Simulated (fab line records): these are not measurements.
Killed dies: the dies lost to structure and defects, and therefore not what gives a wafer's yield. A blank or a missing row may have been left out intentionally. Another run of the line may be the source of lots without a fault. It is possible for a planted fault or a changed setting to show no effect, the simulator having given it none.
fab line records	flow sfq-line
record: lots: 15	wafers: 45	last-day: 91
route steps=325 shown L0@3 M3@129 JJ@182 I5@236
lots that met no fault: from a run of the same line without faults
start-h: start of the lot's first displayed wafer, in hours after the record's first day	wait-h: hours elapsed since this lot's preceding step	" repeats the value in the row above	L1.1+2: a single row standing in for several wafers	- either no value or no given start	* or withheld: withheld	< > ~ a bound
route shown NAME@n: names a module that has steps shown in the file, with the first one's number in the route	usual: mean/standard deviation taken from wafers without a fault	same: alike in all rows	chamber/n: place in a boat	sites: per-site readings	_std_site: the values' standard deviation	_edge_site: outer sites' mean less inner sites'	radius-mm: how far each site lies from the wafer's centre	mask NAME#n: copy n	behind: tool/chamber where the wafer was last shaped	hold: reason for holding the lot/hours on hold/outcome of the hold	device: which transistor (n, p or np) failed to switch	end of line: the tests these same wafers got at the end of their route	where a step has no rows: the recipe by itself	killed: the dies lost at the first sort to structure and to defects; this is not the yield of the wafer	map: shows each die of a wafer: x if killed, . if not, _ if none is there
set.NAME: the setting as run; set.NAME@STEP: as run at that earlier step	model.NAME: the simulator's own value behind a step, which no gauge read
one table for each step of the route and one row for each wafer, over a sample of lots
services: from which hour (start-h, from the record's first day; less than 0 if before it) a tool's chamber was out of use, for how many hours, and why
== steps ==
step: SFQ_TRILAYER_L0_DEP_SPUTTER_003
recipe: material: MoNx_KI	base-pressure-pa: 1.33e-06	target-thk-nm: 40	power-w: 800	time-s: 100	chamber-pressure-pa: 0.4
usual: throttle-valve-pct: 30.0/1.2
lot.wafer	tool	chamber	start-h	wait-h	throttle-valve-pct
L739.2	pvd-sputter-03	-	12.49	0.0	29.6
L739.4	"	-	"	"	28.7
L739.5	"	-	"	"	30.7
L741.1	pvd-sputter-05	-	22.49	0.0	32.1
L741.2	"	-	"	"	30.2
L741.3	"	-	"	"	31.3
L743.1	pvd-sputter-03	-	32.49	0.0	29.8
L743.2	"	-	"	"	28.5
L743.6	"	-	"	"	29.7
L744.1	pvd-sputter-03	-	37.49	0.0	30.7
L744.3	"	-	"	"	29.7
L744.4	"	-	"	"	28.4
L745.2	pvd-sputter-05	-	42.49	0.0	31.9
L745.4	"	-	"	"	29.4
L745.5	"	-	"	"	30.4
L746.2	pvd-sputter-04	-	47.49	0.0	30.2
L746.4	"	-	"	"	29.7
L746.5	"	-	"	"	30.0
L750.1	pvd-sputter-03	-	67.49	0.0	30.8
L750.2	"	-	"	"	29.9
L750.5	"	-	"	"	28.2
L751.1	pvd-sputter-05	-	72.49	0.0	29.6
L751.4	"	-	"	"	31.2
L751.6	"	-	"	"	31.0
L752.3	pvd-sputter-05	-	77.49	0.0	31.1
L752.4	"	-	"	"	30.4
L752.6	"	-	"	"	32.1
L753.2	pvd-sputter-03	-	82.49	0.0	29.7
L753.3	"	-	"	"	28.1
L753.5	"	-	"	"	30.5
L754.3	pvd-sputter-03	-	87.49	0.0	28.1
L754.4	"	-	"	"	29.6
L754.5	"	-	"	"	28.4
L755.2	pvd-sputter-05	-	92.49	0.0	31.2
L755.4	"	-	"	"	30.5
L755.6	"	-	"	"	32.1
L757.2	pvd-sputter-05	-	102.49	0.0	31.1
L757.4	"	-	"	"	30.0
L757.6	"	-	"	"	31.8
L758.3	pvd-sputter-04	-	107.49	0.0	30.6
L758.5	"	-	"	"	29.8
L758.6	"	-	"	"	31.6
L761.2	pvd-sputter-05	-	122.49	0.0	30.1
L761.3	"	-	"	"	29.6
L761.5	"	-	"	"	31.3
step: SFQ_L0_RS_MEAS_901
recipe: thk-meas-gauge: four-point-probe	reads: MoNx_KI_of_TRILAYER_L0_DEP_SPUTTER_003
usual: L0_MONX_KI_RS: 43.4/0.58
lot.wafer	tool	chamber	start-h	wait-h	L0_MONX_KI_RS[ohm/sq]
L739.2	film-metro-04	-	12.58	0.1	43.5
L739.4	"	-	"	"	43.8
L739.5	"	-	"	"	43.7
L741.1	film-metro-04	-	22.56	0.0	44.1
L741.2	"	-	"	"	44.0
L741.3	"	-	"	"	43.6
L743.1	film-metro-04	-	32.56	0.0	43.6
L743.2	"	-	"	"	42.8
L743.6	"	-	"	"	43.4
L744.1	film-metro-03	-	37.56	0.0	43.9
L744.3	"	-	"	"	44.1
L744.4	"	-	"	"	43.4
L745.2	film-metro-04	-	42.58	0.1	43.5
L745.4	"	-	"	"	43.5
L745.5	"	-	"	"	43.6
L746.2	film-metro-01	-	47.58	0.1	43.9
L746.4	"	-	"	"	43.3
L746.5	"	-	"	"	43.4
L750.1	film-metro-01	-	67.56	0.0	43.6
L750.2	"	-	"	"	42.5
L750.5	"	-	"	"	49.4
L751.1	film-metro-01	-	72.56	0.0	44.1
L751.4	"	-	"	"	43.5
L751.6	"	-	"	"	43.5
L752.3	film-metro-04	-	77.60	0.1	43.5
L752.4	"	-	"	"	44.2
L752.6	"	-	"	"	44.3
L753.2	film-metro-03	-	82.58	0.1	42.9
L753.3	"	-	"	"	48.7
L753.5	"	-	"	"	43.4
L754.3	film-metro-01	-	87.60	0.1	49.5
L754.4	"	-	"	"	43.7
L754.5	"	-	"	"	49.4
L755.2	film-metro-01	-	92.58	0.1	43.2
L755.4	"	-	"	"	44.2
L755.6	"	-	"	"	43.8
L757.2	film-metro-04	-	102.58	0.1	43.0
L757.4	"	-	"	"	43.5
L757.6	"	-	"	"	43.5
L758.3	film-metro-04	-	107.96	0.4	43.6
L758.5	"	-	"	"	43.2
L758.6	"	-	"	"	44.1
L761.2	film-metro-03	-	122.58	0.1	44.4
L761.3	"	-	"	"	43.9
L761.5	"	-	"	"	44.1
step: SFQ_L0_THK_MEAS_902
recipe: thk-meas-gauge: xrf	reads: MoNx_KI_of_TRILAYER_L0_DEP_SPUTTER_003
usual: L0_MONX_KI_THK: 40.6/0.55
lot.wafer	tool	chamber	start-h	wait-h	L0_MONX_KI_THK[nm]
L739.2	film-metro-04	-	12.69	0.1	40.5
L739.4	"	-	"	"	40.4
L739.5	"	-	"	"	40.3
L741.1	film-metro-04	-	22.68	0.1	40.3
L741.2	"	-	"	"	40.2
L741.3	"	-	"	"	40.5
L743.1	film-metro-04	-	32.68	0.1	40.5
L743.2	"	-	"	"	41.1
L743.6	"	-	"	"	40.7
L744.1	film-metro-03	-	37.68	0.1	39.5
L744.3	"	-	"	"	39.7
L744.4	"	-	"	"	39.9
L745.2	film-metro-04	-	42.69	0.1	40.5
L745.4	"	-	"	"	40.5
L745.5	"	-	"	"	40.6
L746.2	film-metro-01	-	47.69	0.1	40.1
L746.4	"	-	"	"	40.8
L746.5	"	-	"	"	40.4
L750.1	film-metro-01	-	67.68	0.1	40.6
L750.2	"	-	"	"	41.8
L750.5	"	-	"	"	37.0
L751.1	film-metro-01	-	72.68	0.1	40.2
L751.4	"	-	"	"	40.7
L751.6	"	-	"	"	40.8
L752.3	film-metro-04	-	77.70	0.1	40.5
L752.4	"	-	"	"	40.4
L752.6	"	-	"	"	39.8
L753.2	film-metro-03	-	82.69	0.1	40.6
L753.3	"	-	"	"	36.6
L753.5	"	-	"	"	40.2
L754.3	film-metro-01	-	87.70	0.1	36.5
L754.4	"	-	"	"	40.7
L754.5	"	-	"	"	36.5
L755.2	film-metro-01	-	92.69	0.1	41.0
L755.4	"	-	"	"	40.0
L755.6	"	-	"	"	40.3
L757.2	film-metro-04	-	102.69	0.1	40.9
L757.4	"	-	"	"	40.5
L757.6	"	-	"	"	40.3
L758.3	film-metro-04	-	108.06	0.1	40.2
L758.5	"	-	"	"	40.7
L758.6	"	-	"	"	39.6
L761.2	film-metro-03	-	122.69	0.1	39.4
L761.3	"	-	"	"	40.0
L761.5	"	-	"	"	39.8
step: SFQ_TRILAYER_L0_ETCH_METAL_ETCH_008
recipe: target: MoNx_KI	stop-on: SiO2	mask-material: PR	chemistry: SF6/O2	target-depth-nm: 50	icp-w: 600	bias-w: 80	pressure-mtorr: 10	time-s: 25
usual: drypump-motor-current-A: 5.3/0.49	oes-product-au: 0.875/0.0078
lot.wafer	tool	chamber	start-h	wait-h	drypump-motor-current-A	oes-product-au	rf-hours-counter-h
L739.2	rie-metal-02	1	34.54	0.0	4.9	0.872	52
L739.4	"	1	"	"	4.9	0.874	-
L739.5	"	0	"	"	5.7	0.880	-
L741.1	rie-metal-03	1	38.14	0.0	6.3	0.864	17
L741.2	"	0	"	"	4.9	0.875	63
L741.3	"	0	"	"	5.0	0.880	-
L743.1	rie-metal-03	1	42.94	0.0	6.2	0.878	18
L743.2	"	0	"	"	5.0	0.877	63
L743.6	"	0	"	"	5.0	0.874	-
L744.1	rie-metal-04	1	44.14	0.0	4.9	0.873	8
L744.3	"	0	"	"	5.4	0.868	-
L744.4	"	1	"	"	4.9	0.874	-
L745.2	rie-metal-02	0	45.34	0.0	5.7	0.874	152
L745.4	"	1	"	"	4.8	0.874	-
L745.5	"	1	"	"	4.8	0.873	-
L746.2	rie-metal-02	1	63.46	0.0	4.8	0.870	58
L746.4	"	1	"	"	4.8	0.878	-
L746.5	"	1	"	"	4.8	0.881	-
L750.1	rie-metal-04	0	91.16	0.0	5.4	0.880	155
L750.2	"	1	"	"	4.9	0.883	17
L750.5	"	0	"	"	5.4	0.826	-
L751.1	rie-metal-02	0	97.16	0.0	5.7	0.859	163
L751.4	"	0	"	"	5.7	0.872	-
L751.6	"	0	"	"	5.7	0.873	-
L752.3	rie-metal-04	1	102.22	0.0	4.9	0.871	-
L752.4	"	0	"	"	5.4	0.872	-
L752.6	"	1	"	"	4.9	0.860	-
L753.2	rie-metal-04	1	107.01	0.0	5.0	0.880	20
L753.3	"	0	"	"	5.4	0.832	-
L753.5	"	0	"	"	5.4	0.874	-
L754.3	rie-metal-04	0	118.98	0.0	5.4	0.828	-
L754.4	"	1	"	"	5.0	0.871	-
L754.5	"	0	"	"	5.4	0.828	-
L755.2	rie-metal-02	0	143.96	0.0	5.7	0.878	172
L755.4	"	0	"	"	5.7	0.869	-
L755.6	"	0	"	"	5.7	0.864	-
L757.2	rie-metal-03	0	160.76	0.0	4.9	0.882	90
L757.4	"	0	"	"	5.0	0.880	-
L757.6	"	1	"	"	6.2	0.880	-
L758.3	rie-metal-02	0	172.78	0.0	5.7	0.876	-
L758.5	"	0	"	"	5.7	0.870	-
L758.6	"	1	"	"	4.8	0.865	-
L761.2	rie-metal-04	0	201.69	0.0	5.4	0.863	169
L761.3	"	0	"	"	5.4	0.863	-
L761.5	"	0	"	"	5.4	0.863	-
step: SFQ_TRILAYER_M3_BARC_OPEN_METAL_ETCH_100
recipe: mask-material: PR	chemistry: O2	target-depth-nm: 125	target: BARC	icp-w: 600	bias-w: 80	pressure-mtorr: 10	time-s: 41.7
usual: drypump-motor-current-A: 5.3/0.46	oes-product-au: 0.684/0.0042
lot.wafer	tool	chamber	start-h	wait-h	drypump-motor-current-A	oes-product-au	rf-hours-counter-h
L739.2	rie-metal-02	0	866.88	0.0	5.7	0.683	-
L739.4	"	0	"	"	5.7	0.684	-
L739.5	"	0	"	"	5.7	0.685	-
L741.1	rie-metal-04	0	879.08	0.0	5.4	0.690	80
L741.2	"	1	"	"	4.9	0.684	135
L741.3	"	0	"	"	5.4	0.688	-
L743.1	rie-metal-02	1	886.96	0.0	4.8	0.682	23
L743.2	"	0	"	"	5.7	0.682	85
L743.6	"	1	"	"	4.8	0.682	-
L744.1	rie-metal-03	0	910.56	0.0	5.0	0.683	38
L744.3	"	1	"	"	6.2	0.685	-
L744.4	"	0	"	"	5.0	0.679	-
L745.2	rie-metal-04	0	914.18	0.0	5.4	0.681	-
L745.4	"	0	"	"	5.4	0.686	-
L745.5	"	0	"	"	5.4	0.684	-
L746.2	rie-metal-02	1	923.75	0.0	4.8	0.688	28
L746.4	"	1	"	"	4.8	0.679	-
L746.5	"	0	"	"	5.7	0.686	-
L750.1	rie-metal-03	0	985.27	0.0	5.0	0.685	51
L750.2	"	1	"	"	6.2	0.683	12
L750.5	"	1	"	"	6.2	0.681	-
L751.1	rie-metal-04	1	995.11	0.0	4.9	0.686	8
L751.4	"	0	"	"	5.4	0.686	-
L751.6	"	1	"	"	4.9	0.680	-
L752.3	rie-metal-02	0	1004.73	0.0	5.7	0.680	-
L752.4	"	1	"	"	4.8	0.684	-
L752.6	"	1	"	"	4.8	0.686	-
L753.2	rie-metal-04	1	1005.91	0.0	4.9	0.683	9
L753.3	"	1	"	"	4.9	0.685	-
L753.5	"	0	"	"	5.4	0.678	-
L754.3	rie-metal-02	1	1010.73	0.0	4.8	0.674	-
L754.4	"	0	"	"	5.7	0.677	-
L754.5	"	0	"	"	5.7	0.683	-
L755.2	rie-metal-03	1	1011.91	0.0	6.2	0.684	15
L755.4	"	1	"	"	6.2	0.684	-
L755.6	"	0	"	"	5.0	0.688	-
L757.2	rie-metal-02	1	1019.13	0.0	4.8	0.684	45
L757.4	"	0	"	"	5.7	0.692	-
L757.6	"	1	"	"	4.8	0.692	-
L758.3	rie-metal-04	1	1020.35	0.0	4.9	0.680	-
L758.5	"	1	"	"	4.9	0.681	-
L758.6	"	0	"	"	5.4	0.680	-
L761.2	rie-metal-02	0	1036.16	0.0	5.7	0.687	105
L761.3	"	0	"	"	5.7	0.686	-
L761.5	"	0	"	"	5.7	0.688	-
step: SFQ_TRILAYER_JJ_TRILAYER_DEP_SPUTTER_112
recipe: material: Nb	base-pressure-pa: 1.33e-06	chamber-pressure-pa: 0.1333	substrate-temp-c: 20	target-thk-nm: 170	power-w: 2000	time-s: 113.3
usual: substrate-temp-c: 20.00/0.1	throttle-valve-pct: 30.0/1.2
lot.wafer	tool	chamber	start-h	wait-h	substrate-temp-c	throttle-valve-pct
L739.2	pvd-sputter-03	-	1172.46	0.5	19.99	28.5
L739.4	"	-	"	"	20.16	29.5
L739.5	"	-	"	"	19.96	28.0
L741.1	pvd-sputter-06	-	1189.44	0.5	20.13	30.8
L741.2	"	-	"	"	20.06	28.5
L741.3	"	-	"	"	19.84	30.8
L743.1	pvd-sputter-06	-	1200.78	0.5	20.08	30.9
L743.2	"	-	"	"	20.02	31.1
L743.6	"	-	"	"	19.94	30.8
L744.1	pvd-sputter-03	-	1353.14	0.5	20.01	28.8
L744.3	"	-	"	"	20.10	30.1
L744.4	"	-	"	"	20.08	28.2
L745.2	pvd-sputter-05	-	1355.55	0.5	19.89	30.3
L745.4	"	-	"	"	19.90	29.7
L745.5	"	-	"	"	19.86	31.8
L746.2	pvd-sputter-03	-	1363.70	0.5	20.00	28.8
L746.4	"	-	"	"	19.83	28.3
L746.5	"	-	"	"	19.84	30.7
L750.1	pvd-sputter-05	-	1407.02	0.5	19.88	31.0
L750.2	"	-	"	"	19.91	31.9
L750.5	"	-	"	"	19.89	30.2
L751.1	pvd-sputter-06	-	1420.24	0.5	19.95	28.6
L751.4	"	-	"	"	19.90	30.9
L751.6	"	-	"	"	19.87	30.8
L752.3	pvd-sputter-03	-	1428.62	0.5	20.10	29.8
L752.4	"	-	"	"	19.86	28.6
L752.6	"	-	"	"	19.74	28.5
L753.2	pvd-sputter-05	-	1429.82	0.5	19.83	32.2
L753.3	"	-	"	"	20.18	31.2
L753.5	"	-	"	"	20.01	31.5
L754.3	pvd-sputter-06	-	1439.42	0.5	20.11	31.0
L754.4	"	-	"	"	20.00	30.7
L754.5	"	-	"	"	19.91	31.2
L755.2	pvd-sputter-05	-	1440.62	0.5	19.98	31.9
L755.4	"	-	"	"	19.95	29.5
L755.6	"	-	"	"	20.01	31.0
L757.2	pvd-sputter-06	-	1446.62	0.5	20.29	30.8
L757.4	"	-	"	"	20.06	31.0
L757.6	"	-	"	"	19.91	30.8
L758.3	pvd-sputter-05	-	1450.22	0.5	20.07	31.2
L758.5	"	-	"	"	19.94	31.4
L758.6	"	-	"	"	20.03	30.3
L761.2	pvd-sputter-05	-	1461.02	0.5	19.98	32.0
L761.3	"	-	"	"	19.94	31.2
L761.5	"	-	"	"	19.93	30.2
step: SFQ_TRILAYER_I5_BARC_OPEN_VIA_ETCH_200
recipe: mask-material: PR	chemistry: O2	target-depth-nm: 125	target: BARC	source-w: 500	bias-w: 80	pressure-mtorr: 30	time-s: 41.7
usual: drypump-motor-current-A: 5.9/0.32	oes-product-au: 0.685/0.0045
lot.wafer	tool	chamber	start-h	wait-h	drypump-motor-current-A	oes-product-au	rf-hours-counter-h
L739.2	rie-diel-03	0	1585.46	0.0	6.4	0.689	15
L739.4	"	1	"	"	6.0	0.688	12
L739.5	"	3	"	"	5.8	0.683	-
L741.1	rie-diel-01	0	1601.06	0.0	6.4	0.688	18
L741.2	"	1	"	"	6.1	0.683	10
L741.3	"	3	"	"	6.1	0.688	11
L743.1	rie-diel-01	0	1604.78	0.0	6.4	0.682	19
L743.2	"	1	"	"	6.0	0.686	10
L743.6	"	3	"	"	6.1	0.680	-
L744.1	rie-diel-04	3	1615.76	0.0	5.3	0.685	0
L744.3	"	2	"	"	6.0	0.687	17
L744.4	"	1	"	"	5.9	0.681	10
L745.2	rie-diel-01	2	1617.48	0.0	5.9	0.683	13
L745.4	"	3	"	"	6.1	0.689	11
L745.5	"	0	"	"	6.3	0.681	-
L746.2	rie-diel-01	2	1627.08	0.0	5.9	0.674	13
L746.4	"	1	"	"	6.0	0.689	10
L746.5	"	3	"	"	6.1	0.676	-
L750.1	rie-diel-04	0	1654.53	0.0	6.0	0.684	19
L750.2	"	2	"	"	6.0	0.681	17
L750.5	"	3	"	"	5.3	0.682	-
L751.1	rie-diel-01	1	1655.73	0.0	6.1	0.685	11
L751.4	"	2	"	"	5.9	0.689	-
L751.6	"	1	"	"	6.1	0.684	-
L752.3	rie-diel-03	1	1656.93	0.0	6.1	0.685	14
L752.4	"	0	"	"	6.5	0.685	16
L752.6	"	1	"	"	6.0	0.689	-
L753.2	rie-diel-04	2	1730.26	0.0	6.0	0.687	18
L753.3	"	3	"	"	5.3	0.688	2
L753.5	"	2	"	"	6.0	0.695	-
L754.3	rie-diel-04	3	1877.89	0.0	5.3	0.692	3
L754.4	"	1	"	"	6.0	0.683	13
L754.5	"	0	"	"	6.0	0.697	-
L755.2	rie-diel-01	2	1880.29	0.0	5.9	0.688	16
L755.4	"	0	"	"	6.3	0.684	1
L755.6	"	3	"	"	6.1	0.695	-
L757.2	rie-diel-03	2	1887.49	0.0	5.4	0.676	12
L757.4	"	0	"	"	6.4	0.686	0
L757.6	"	1	"	"	6.0	0.686	-
L758.3	rie-diel-04	2	1889.89	0.0	6.0	0.689	1
L758.5	"	1	"	"	6.0	0.685	-
L758.6	"	2	"	"	6.0	0.693	-
L761.2	rie-diel-03	3	1900.69	0.0	5.8	0.681	5
L761.3	"	2	"	"	5.4	0.682	13
L761.5	"	1	"	"	6.0	0.681	-
== services ==
tool	chamber	start-h	hours	kind
pvd-sputter-05	-	30.42	2.1	repair
pvd-sputter-05	-	69.68	2.7	repair
rie-metal-02	-	93.27	1.0	repair
rie-metal-02	-	150.44	0.4	repair
rie-metal-02	-	167.36	0.7	repair
pvd-sputter-05	-	347.72	0.7	repair
rie-metal-02	0	384.84	5.2	repair
rie-metal-02	0	635.68	17.1	repair
rie-metal-02	1	647.96	6.1	repair
rie-metal-02	0	811.23	11.3	repair
rie-metal-02	1	856.45	21.3	repair
pvd-sputter-05	-	897.39	8.5	repair
rie-metal-02	0	938.66	11.7	repair
pvd-sputter-05	-	988.50	1.1	repair
pvd-sputter-05	-	1054.54	3.3	repair
rie-metal-02	-	1063.43	2.8	pm
pvd-sputter-05	-	1085.49	3.5	repair
pvd-sputter-05	-	1102.07	10.1	repair
pvd-sputter-05	-	1106.37	10.7	repair
pvd-sputter-05	-	1169.49	2.7	repair
rie-metal-02	0	1177.78	2.8	repair
rie-metal-02	1	1213.46	10.4	repair
pvd-sputter-05	-	1228.38	1.0	repair
pvd-sputter-05	-	1257.82	2.6	repair
== key ==
first-sign: step: SFQ_L0_RS_MEAS_901	reading: L0_MONX_KI_RS	direction: up	sigmas: 10	usual: 43.4	struck: 49.3
effect: step: SFQ_L0_THK_MEAS_902	reading: L0_MONX_KI_THK	direction: down	sigmas: 7.1	usual: 40.6	struck: 36.7
effect: step: SFQ_TRILAYER_L0_ETCH_METAL_ETCH_008	reading: oes-product-au	direction: down	sigmas: 6	usual: 0.875	struck: 0.828
met-at SFQ_TRILAYER_L0_DEP_SPUTTER_003
struck-lots L750,L753,L754
struck-wafers L750.5,L753.3,L754.3,L754.5
not-acting-at SFQ_TRILAYER_M3_BARC_OPEN_METAL_ETCH_100,SFQ_TRILAYER_JJ_TRILAYER_DEP_SPUTTER_112,SFQ_TRILAYER_I5_BARC_OPEN_VIA_ETCH_200
onset-between 37.49 67.49
fault: kind: site-profile-drift	tool: pvd-sputter-03	chamber: -	onset-h: 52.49	steps: SFQ_TRILAYER_L0_DEP_SPUTTER_003	basis: fraction	max-abs-drift: 0.26646	slope-share-per-hr: 59.213	site-pattern: 0,0,0,0,0,-1,-1,-1,-1	scope: struck-wafers-only
